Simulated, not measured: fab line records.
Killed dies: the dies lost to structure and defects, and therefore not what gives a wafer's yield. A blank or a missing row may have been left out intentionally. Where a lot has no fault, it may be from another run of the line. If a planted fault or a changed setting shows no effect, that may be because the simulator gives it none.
Which tool is to blame? || flow sky130 || 10 lots with 30 wafers sampled at 6 steps, on a route of 708 steps

## WHAT EACH GAUGE READ, for each wafer
SKY_VIA4_RS_MEAS_19: measurement is done with a four-point probe. Usual: VIA4_W_RS typically reads 0.226 ohm/sq, with standard deviation 0.0038.
{"lot": "L835", "measured": "day 42 23:58", "on": "filmMetro-03", "VIA4_W_RS (ohm/sq)": "0.218 0.218 0.226", "flag": ""}
{"lot": "L836", "measured": "day 43 08:13", "on": "filmMetro-03", "VIA4_W_RS (ohm/sq)": "0.230 0.228 0.227", "flag": ""}
{"lot": "L838", "measured": "day 43 22:04", "on": "filmMetro-02", "VIA4_W_RS (ohm/sq)": "0.231 0.221 0.228", "flag": ""}
{"lot": "L840", "measured": "day 44 20:41", "on": "filmMetro-04", "VIA4_W_RS (ohm/sq)": "0.228 0.225 0.229", "flag": ""}
{"lot": "L844", "measured": "day 45 05:29", "on": "filmMetro-03", "VIA4_W_RS (ohm/sq)": "0.231 0.223 0.229", "flag": ""}
{"lot": "L845", "measured": "day 45 13:34", "on": "filmMetro-02", "VIA4_W_RS (ohm/sq)": "0.229 0.222 0.227", "flag": ""}
{"lot": "L846", "measured": "day 45 19:02", "on": "filmMetro-04", "VIA4_W_RS (ohm/sq)": "0.272 0.262 0.274", "flag": "OFF"}
{"lot": "L848", "measured": "day 46 07:46", "on": "filmMetro-03", "VIA4_W_RS (ohm/sq)": "0.261 0.271 0.274", "flag": "OFF"}
{"lot": "L849", "measured": "day 46 12:31", "on": "filmMetro-02", "VIA4_W_RS (ohm/sq)": "0.229 0.231 0.229", "flag": ""}
{"lot": "L856", "measured": "day 48 07:11", "on": "filmMetro-02", "VIA4_W_RS (ohm/sq)": "0.229 0.230 0.227", "flag": ""}

SKY_VIA4_THK_MEAS_20: measures by xrf. Usual: VIA4_W_THK typically reads 511 nm, with standard deviation 10.
{"lot": "L835", "measured": "day 43 00:04", "on": "filmMetro-03", "VIA4_W_THK (nm)": "527 523 507", "flag": ""}
{"lot": "L836", "measured": "day 43 08:19", "on": "filmMetro-03", "VIA4_W_THK (nm)": "497 498 506", "flag": ""}
{"lot": "L838", "measured": "day 43 22:11", "on": "filmMetro-02", "VIA4_W_THK (nm)": "506 530 512", "flag": ""}
{"lot": "L840", "measured": "day 44 20:48", "on": "filmMetro-04", "VIA4_W_THK (nm)": "503 511 504", "flag": ""}
{"lot": "L844", "measured": "day 45 05:36", "on": "filmMetro-03", "VIA4_W_THK (nm)": "498 514 500", "flag": ""}
{"lot": "L845", "measured": "day 45 13:40", "on": "filmMetro-02", "VIA4_W_THK (nm)": "512 526 516", "flag": ""}
{"lot": "L846", "measured": "day 45 19:08", "on": "filmMetro-04", "VIA4_W_THK (nm)": "424 440 419", "flag": "OFF"}
{"lot": "L848", "measured": "day 46 07:53", "on": "filmMetro-03", "VIA4_W_THK (nm)": "439 421 419", "flag": "OFF"}
{"lot": "L849", "measured": "day 46 12:38", "on": "filmMetro-02", "VIA4_W_THK (nm)": "509 503 510", "flag": ""}
{"lot": "L856", "measured": "day 48 07:16", "on": "filmMetro-02", "VIA4_W_THK (nm)": "510 510 516", "flag": ""}

SKY_METAL5_RS_MEAS_05: measurement is done with a four-point probe. Usual: METAL5_ALCU_RS typically reads 0.0271 ohm/sq, with standard deviation 0.00031.
{"lot": "L835", "measured": "day 43 00:37", "on": "filmMetro-04", "METAL5_ALCU_RS (ohm/sq)": "0.0276 0.0278 0.0276", "flag": ""}
{"lot": "L836", "measured": "day 43 08:52", "on": "filmMetro-01", "METAL5_ALCU_RS (ohm/sq)": "0.0268 0.0272 0.0269", "flag": ""}
{"lot": "L838", "measured": "day 43 22:43", "on": "filmMetro-01", "METAL5_ALCU_RS (ohm/sq)": "0.0275 0.0277 0.0278", "flag": ""}
{"lot": "L840", "measured": "day 44 21:20", "on": "filmMetro-01", "METAL5_ALCU_RS (ohm/sq)": "0.0270 0.0273 0.0272", "flag": ""}
{"lot": "L844", "measured": "day 45 06:08", "on": "filmMetro-04", "METAL5_ALCU_RS (ohm/sq)": "0.0270 0.0271 0.0271", "flag": ""}
{"lot": "L845", "measured": "day 45 14:12", "on": "filmMetro-04", "METAL5_ALCU_RS (ohm/sq)": "0.0269 0.0273 0.0273", "flag": ""}
{"lot": "L846", "measured": "day 45 19:41", "on": "filmMetro-03", "METAL5_ALCU_RS (ohm/sq)": "0.0275 0.0273 0.0274", "flag": ""}
{"lot": "L848", "measured": "day 46 08:34", "on": "filmMetro-04", "METAL5_ALCU_RS (ohm/sq)": "0.0274 0.0274 0.0273", "flag": ""}
{"lot": "L849", "measured": "day 46 13:10", "on": "filmMetro-01", "METAL5_ALCU_RS (ohm/sq)": "0.0275 0.0270 0.0273", "flag": ""}
{"lot": "L856", "measured": "day 48 07:50", "on": "filmMetro-01", "METAL5_ALCU_RS (ohm/sq)": "0.0270 0.0277 0.0267", "flag": ""}

## EACH LOT AND THE TOOL THAT RAN IT (in order: tool; ch and the chambers of the sampled wafers; start)
{"lot": "L835", "SKY_METAL4_DESCUM_15": "rieMetal-02 ch 1, day 41 22:01", "SKY_VIA4_CVD_18": "cvdW-02 ch 0,1, day 42 23:47", "SKY_VIA4_CMP_21": "cmp-02 ch 0,1,2, day 43 00:13"}
{"lot": "L836", "SKY_METAL4_DESCUM_15": "rieMetal-03 ch 0,1, day 42 07:14", "SKY_VIA4_CVD_18": "cvdW-01 ch 0,1, day 43 08:05", "SKY_VIA4_CMP_21": "cmp-02 ch 0,1,3, day 43 08:25"}
{"lot": "L838", "SKY_METAL4_DESCUM_15": "rieMetal-01 ch 0,1, day 42 21:46", "SKY_VIA4_CVD_18": "cvdW-02 ch 0,1, day 43 21:55", "SKY_VIA4_CMP_21": "cmp-02 ch 0,1,2, day 43 22:15"}
{"lot": "L840", "SKY_METAL4_DESCUM_15": "rieMetal-01 ch 0,1, day 43 20:31", "SKY_VIA4_CVD_18": "cvdW-01 ch 0,1, day 44 20:31", "SKY_VIA4_CMP_21": "cmp-02 ch 0,2,3, day 44 20:54"}
{"lot": "L844", "SKY_METAL4_DESCUM_15": "rieMetal-02 ch 0,1, day 44 05:04", "SKY_VIA4_CVD_18": "cvdW-02 ch 0,1, day 45 05:19", "SKY_VIA4_CMP_21": "cmp-02 ch 1,2,3, day 45 05:45"}
{"lot": "L845", "SKY_METAL4_DESCUM_15": "rieMetal-01 ch 0,1, day 44 13:30", "SKY_VIA4_CVD_18": "cvdW-02 ch 0,1, day 45 13:25", "SKY_VIA4_CMP_21": "cmp-02 ch 0,1, day 45 13:45"}
{"lot": "L846", "SKY_METAL4_DESCUM_15": "rieMetal-02 ch 0,1, day 44 19:52", "SKY_VIA4_CVD_18": "cvdW-02 ch 0,1, day 45 18:54", "SKY_VIA4_CMP_21": "cmp-02 ch 2,3, day 45 19:14"}
{"lot": "L848", "SKY_METAL4_DESCUM_15": "rieMetal-03 ch 0,1, day 45 08:43", "SKY_VIA4_CVD_18": "cvdW-02 ch 0,1, day 46 07:37", "SKY_VIA4_CMP_21": "cmp-02 ch 0,1,3, day 46 08:09"}
{"lot": "L849", "SKY_METAL4_DESCUM_15": "rieMetal-03 ch 0, day 45 13:54", "SKY_VIA4_CVD_18": "cvdW-01 ch 0,1, day 46 12:22", "SKY_VIA4_CMP_21": "cmp-02 ch 0,1, day 46 12:41"}
{"lot": "L856", "SKY_METAL4_DESCUM_15": "rieMetal-02 ch 0,1, day 47 09:38", "SKY_VIA4_CVD_18": "cvdW-01 ch 0,1, day 48 07:01", "SKY_VIA4_CMP_21": "cmp-02 ch 1,2,3, day 48 07:24"}
- SKY_METAL4_DESCUM_15: chemistry O2, time 8 s.
- SKY_VIA4_CVD_18: deposits W, target thk 505 nm, time 152.14 s.
- SKY_VIA4_CMP_21: polishes, stops on SiO2, t overpolish 25 s, target thk 0 nm.

## AS READ BY THE TOOLS THEMSELVES (means over the sampled wafers that have a number; for cases with no such wafer, the mark the record gives instead)
SKY_METAL4_DESCUM_15. Usual: drypumpMotorCurrentA 5.8 A, standard deviation 0.34; heBacksideLeakSccm 3.39 sccm, standard deviation 0.26; oesProductAu 0.998 a.u., standard deviation 0.0095.
{"lot": "L835", "tool": "rieMetal-02", "drypumpMotorCurrentA (A)": 6.0, "heBacksideLeakSccm (sccm)": 3.34, "oesProductAu (a.u.)": 0.996, "flag": ""}
{"lot": "L836", "tool": "rieMetal-03", "drypumpMotorCurrentA (A)": 5.9, "heBacksideLeakSccm (sccm)": 3.16, "oesProductAu (a.u.)": 1.003, "flag": ""}
{"lot": "L838", "tool": "rieMetal-01", "drypumpMotorCurrentA (A)": 5.4, "heBacksideLeakSccm (sccm)": 3.45, "oesProductAu (a.u.)": 1.001, "flag": ""}
{"lot": "L840", "tool": "rieMetal-01", "drypumpMotorCurrentA (A)": 5.7, "heBacksideLeakSccm (sccm)": 3.42, "oesProductAu (a.u.)": 0.995, "flag": ""}
{"lot": "L844", "tool": "rieMetal-02", "drypumpMotorCurrentA (A)": 6.1, "heBacksideLeakSccm (sccm)": 3.31, "oesProductAu (a.u.)": 0.990, "flag": ""}
{"lot": "L845", "tool": "rieMetal-01", "drypumpMotorCurrentA (A)": 5.7, "heBacksideLeakSccm (sccm)": 3.38, "oesProductAu (a.u.)": 0.993, "flag": ""}
{"lot": "L846", "tool": "rieMetal-02", "drypumpMotorCurrentA (A)": 6.1, "heBacksideLeakSccm (sccm)": 3.30, "oesProductAu (a.u.)": 1.003, "flag": ""}
{"lot": "L848", "tool": "rieMetal-03", "drypumpMotorCurrentA (A)": 5.9, "heBacksideLeakSccm (sccm)": 3.20, "oesProductAu (a.u.)": 0.994, "flag": ""}
{"lot": "L849", "tool": "rieMetal-03", "drypumpMotorCurrentA (A)": 6.0, "heBacksideLeakSccm (sccm)": 3.27, "oesProductAu (a.u.)": 0.994, "flag": ""}
{"lot": "L856", "tool": "rieMetal-02", "drypumpMotorCurrentA (A)": 6.2, "heBacksideLeakSccm (sccm)": 3.47, "oesProductAu (a.u.)": 0.995, "flag": ""}

SKY_VIA4_CVD_18. Usual: chamberPressureTorr 40.01 Torr, standard deviation 0.088; heaterPowerW 885 W, standard deviation 68; susceptorTempC 399.95 C, standard deviation 0.21.
{"lot": "L835", "tool": "cvdW-02", "chamberPressureTorr (Torr)": 40.13, "heaterPowerW (W)": 888, "susceptorTempC (C)": 399.98, "flag": ""}
{"lot": "L836", "tool": "cvdW-01", "chamberPressureTorr (Torr)": 39.88, "heaterPowerW (W)": 842, "susceptorTempC (C)": 399.74, "flag": ""}
{"lot": "L838", "tool": "cvdW-02", "chamberPressureTorr (Torr)": 40.00, "heaterPowerW (W)": 936, "susceptorTempC (C)": 399.94, "flag": ""}
{"lot": "L840", "tool": "cvdW-01", "chamberPressureTorr (Torr)": 39.94, "heaterPowerW (W)": 829, "susceptorTempC (C)": 399.95, "flag": ""}
{"lot": "L844", "tool": "cvdW-02", "chamberPressureTorr (Torr)": 40.01, "heaterPowerW (W)": 931, "susceptorTempC (C)": 399.86, "flag": ""}
{"lot": "L845", "tool": "cvdW-02", "chamberPressureTorr (Torr)": 40.09, "heaterPowerW (W)": 930, "susceptorTempC (C)": 400.04, "flag": ""}
{"lot": "L846", "tool": "cvdW-02", "chamberPressureTorr (Torr)": 39.99, "heaterPowerW (W)": 880, "susceptorTempC (C)": 390.12, "flag": "OFF"}
{"lot": "L848", "tool": "cvdW-02", "chamberPressureTorr (Torr)": 40.01, "heaterPowerW (W)": 872, "susceptorTempC (C)": 390.06, "flag": "OFF"}
{"lot": "L849", "tool": "cvdW-01", "chamberPressureTorr (Torr)": 39.94, "heaterPowerW (W)": 844, "susceptorTempC (C)": 400.17, "flag": ""}
{"lot": "L856", "tool": "cvdW-01", "chamberPressureTorr (Torr)": 40.17, "heaterPowerW (W)": 858, "susceptorTempC (C)": 400.11, "flag": ""}

SKY_VIA4_CMP_21. Usual: motorCurrentA 10.9 A, standard deviation 0.97; timeToEndpointS 124 s, standard deviation 4.9.
{"lot": "L835", "tool": "cmp-02", "motorCurrentA (A)": 11.0, "timeToEndpointS (s)": 124, "flag": ""}
{"lot": "L836", "tool": "cmp-02", "motorCurrentA (A)": 11.1, "timeToEndpointS (s)": 121, "flag": ""}
{"lot": "L838", "tool": "cmp-02", "motorCurrentA (A)": 11.1, "timeToEndpointS (s)": 122, "flag": ""}
{"lot": "L840", "tool": "cmp-02", "motorCurrentA (A)": 11.4, "timeToEndpointS (s)": 124, "flag": ""}
{"lot": "L844", "tool": "cmp-02", "motorCurrentA (A)": 11.1, "timeToEndpointS (s)": 120, "flag": ""}
{"lot": "L845", "tool": "cmp-02", "motorCurrentA (A)": 10.6, "timeToEndpointS (s)": 122, "flag": ""}
{"lot": "L846", "tool": "cmp-02", "motorCurrentA (A)": 11.9, "timeToEndpointS (s)": 108, "flag": "OFF"}
{"lot": "L848", "tool": "cmp-02", "motorCurrentA (A)": 11.2, "timeToEndpointS (s)": 106, "flag": "OFF"}
{"lot": "L849", "tool": "cmp-02", "motorCurrentA (A)": 10.3, "timeToEndpointS (s)": 124, "flag": ""}
{"lot": "L856", "tool": "cmp-02", "motorCurrentA (A)": 11.0, "timeToEndpointS (s)": 128, "flag": ""}

## THE ANSWER, worked out from the rows above alone
Rule: a lot counts as off when the mean over its wafers that have a number is more than 3 standard deviations away from the usual mean. A lot without any number at a reading at which 4 lots or more have one is off too. The other lots that the step has rows for count as sound. First the gauges in route order, then the tools' own readings, where a lot's mean is used as printed above. The first step at which some lot is off is used, and at that step the reading that is off furthest; a lot without a number counts as furthest.
Off: L846, L848, at SKY_VIA4_RS_MEAS_19 (VIA4_W_RS).
If a tool, at a process step before that reading, ran all the lots that are off and no sound lot after the first of them, it fits. The gauges at SKY_VIA4_RS_MEAS_19 aren't tried: what is off there is off at SKY_VIA4_CVD_18 too, on other tools, and a gauge's error can't cause that. One candidate fits, namely cvdW-02 at SKY_VIA4_CVD_18. Its last sound lot is L845 (day 45 13:25), its first lot that is off L846 (day 45 18:54): a fault that began between those two fits.
On the lots that are off, the tool's own readings at SKY_VIA4_CVD_18 differ by more than 5 times the standard deviation of the sound lots' means, which bears it out; susceptorTempC reads 390.09 C there versus 399.97 C on the sound lots.

## WHAT THE SIMULATOR HAD PUT IN
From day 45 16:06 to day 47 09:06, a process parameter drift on cvdW-02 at SKY_VIA4_CVD_18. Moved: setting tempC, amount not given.
Lots struck among those shown: L846, L848. The same result came from the rule above.
